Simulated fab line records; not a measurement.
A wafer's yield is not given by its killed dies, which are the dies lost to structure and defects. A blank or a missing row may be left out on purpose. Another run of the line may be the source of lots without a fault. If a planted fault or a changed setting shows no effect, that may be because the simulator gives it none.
Matching of chambers ; flow sky130 ; SKY_VIA3_CMP_24 on cmp-01 has 4 sister chambers
The step polishes, stops on SiO2, t overpolish 20 s, target thk 0 nm. 30 wafers are shown with their chamber, then 12 later ones without.

## WAFERS WITH THEIR CHAMBER
wafer;chamber;motor-current-A (A);retaining-ring-pressure-frac;overpolish-run-s (s)
L075.2;0;11.7;1.004;19.990
L075.3;2;10.1;0.997;19.982
L075.5;0;11.0;0.999;20.005
L079.2;2;9.8;0.993;20.004
L079.4;1;10.6;0.999;20.006
L079.5;2;10.3;0.992;19.978
L080.2;2;9.7;0.994;19.998
L080.3;1;10.5;1.009;20.007
L080.4;0;11.5;1.008;19.992
L082.1;2;9.8;0.994;20.010
L082.2;0;11.7;1.002;19.999
L082.5;1;10.7;0.994;20.002
L083.1;0;11.8;1.011;20.001
L083.2;3;9.7;1.000;20.002
L083.4;2;10.1;0.995;20.010
L085.1;2;10.1;0.990;20.001
L085.4;3;9.6;0.998;19.999
L085.5;3;9.4;1.008;20.008
L086.2;0;10.9;0.997;20.000
L086.5;3;9.7;1.000;19.993
L086.6;2;10.4;1.001;19.998
L087.3;1;10.6;1.004;20.006
L087.5;2;9.8;1.002;19.996
L087.6;1;10.7;0.999;19.997
L089.2;3;9.6;0.994;20.004
L089.4;0;11.8;0.997;19.983
L089.6;0;12.0;0.994;20.003
L091.1;2;10.0;0.999;20.009
L091.2;1;10.6;1.003;20.008
L091.3;3;9.0;1.000;20.016

SIGNATURES, as means of the wafers listed above
reading;chamber 0;chamber 1;chamber 2;chamber 3;scatter within a chamber
motor-current-A;11.550;10.617;10.010;9.500;0.276
retaining-ring-pressure-frac;1.00150;1.00133;0.99570;1.00000;0.00488
overpolish-run-s;19.99663;20.00433;19.99860;20.00367;0.00856
Rule: a wafer's distance from a chamber is the root of the sum, over the readings, of the square of ((its reading less the chamber's mean) divided by the reading's scatter). If the next closest chamber is less than 2 further off than the closest, the wafer can't be placed; otherwise it belongs to the closest. The scatter is the square root of a quotient: the sum, over the shown wafers, of each reading's squared deviation from its chamber's mean, divided by wafers minus chambers.

## WAFERS MISSING THEIR CHAMBER
wafer;motor-current-A (A);retaining-ring-pressure-frac;overpolish-run-s (s)
L092.1;9.8;1.001;19.994
L092.3;9.4;1.003;20.011
L092.4;10.5;1.001;20.003
L094.2;12.3;0.994;19.994
L094.3;9.6;0.996;20.002
L094.5;10.0;1.006;20.012
L096.1;11.4;0.998;20.007
L096.3;10.3;1.001;20.007
L096.5;12.2;0.998;20.018
L095.1;9.5;0.998;19.994
L095.2;10.9;0.995;19.987
L095.4;11.7;1.004;20.009

## THE CHAMBER EACH PASSED THROUGH
wafer;from the rows above;in truth
L092.1;can't be placed: 2 or 3 or 1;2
L092.3;can't be placed: 3 or 2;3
L092.4;can't be placed: 1 or 2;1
L094.2;0;0
L094.3;can't be placed: 3 or 2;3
L094.5;can't be placed: 3 or 1 or 2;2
L096.1;can't be placed: 0 or 1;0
L096.3;can't be placed: 1 or 2 or 3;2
L096.5;0;0
L095.1;can't be placed: 3 or 2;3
L095.2;can't be placed: 1 or 0 or 2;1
L095.4;0;0
Correctly placed: 3 of 12. Cannot be placed on the basis of these rows: 9; the candidates contain the true chamber in 9. Wrongly placed: 0.
